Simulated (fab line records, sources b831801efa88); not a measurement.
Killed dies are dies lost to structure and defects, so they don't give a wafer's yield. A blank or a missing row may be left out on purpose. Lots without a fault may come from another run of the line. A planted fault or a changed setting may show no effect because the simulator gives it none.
Chamber matching | flow sky130 | SKY_VIA2_CMP_24 on cmp-01: 4 sister chambers
The step polishes, stops on SiO2, t overpolish 20 s, target thk 0 nm. 8 wafers are shown with their chamber, then 10 later ones without.

WAFERS WITH THEIR CHAMBER
wafer  | chamber | motor_current_A (A) | overpolish_run_s (s)
L079.3 | 0       | 10.7                | 20.000
L080.2 | 1       | 11.6                | 19.994
L082.1 | 3       | 11.1                | 20.009
L082.2 | 1       | 11.4                | 20.015
L084.4 | 0       | 10.7                | 19.980
L084.5 | 2       | 10.2                | 20.006
L089.2 | 3       | 11.1                | 20.000
L089.4 | 2       | 10.1                | 20.013

WAFERS WITHOUT THEIR CHAMBER
wafer  | motor_current_A (A) | overpolish_run_s (s)
L089.5 | 10.9                | 19.993
L090.1 | 11.7                | 19.998
L090.3 | 10.3                | 19.997
L090.5 | 10.6                | 20.010
L091.2 | 9.2                 | 20.012
L091.3 | 10.8                | 20.014
L091.4 | 11.3                | 20.009
L096.2 | 10.4                | 20.006
L096.4 | 11.6                | 20.003
L096.6 | 11.1                | 20.003

WHICH CHAMBER EACH WENT THROUGH
wafer  | from the rows above     | in truth
L089.5 | can't be placed: 0 or 3 | 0
L090.1 | 1                       | 1
L090.3 | 2                       | 2
L090.5 | 0                       | 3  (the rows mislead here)
L091.2 | 2                       | 2
L091.3 | can't be placed: 0 or 3 | 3
L091.4 | can't be placed: 1 or 3 | 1
L096.2 | can't be placed: 2 or 0 | 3
L096.4 | 1                       | 1
L096.6 | 3                       | 3
Placed correctly: 5 of 10. Can't be placed from these rows: 4 (the true chamber is among the candidates in 3). Placed wrongly: 1.
How it was worked out, from the rows above alone: a wafer's distance from a chamber is the root of the sum, over the readings, of the square of ((its reading less the chamber's mean) divided by the reading's scatter). The wafer belongs to the nearest chamber; if the next one is less than 2 further off, it can't be placed. A chamber's mean is the mean of its shown wafers. The scatter: the root of (the sum of the squares of (reading less its chamber's mean) over the shown wafers, divided by (wafers less chambers)).
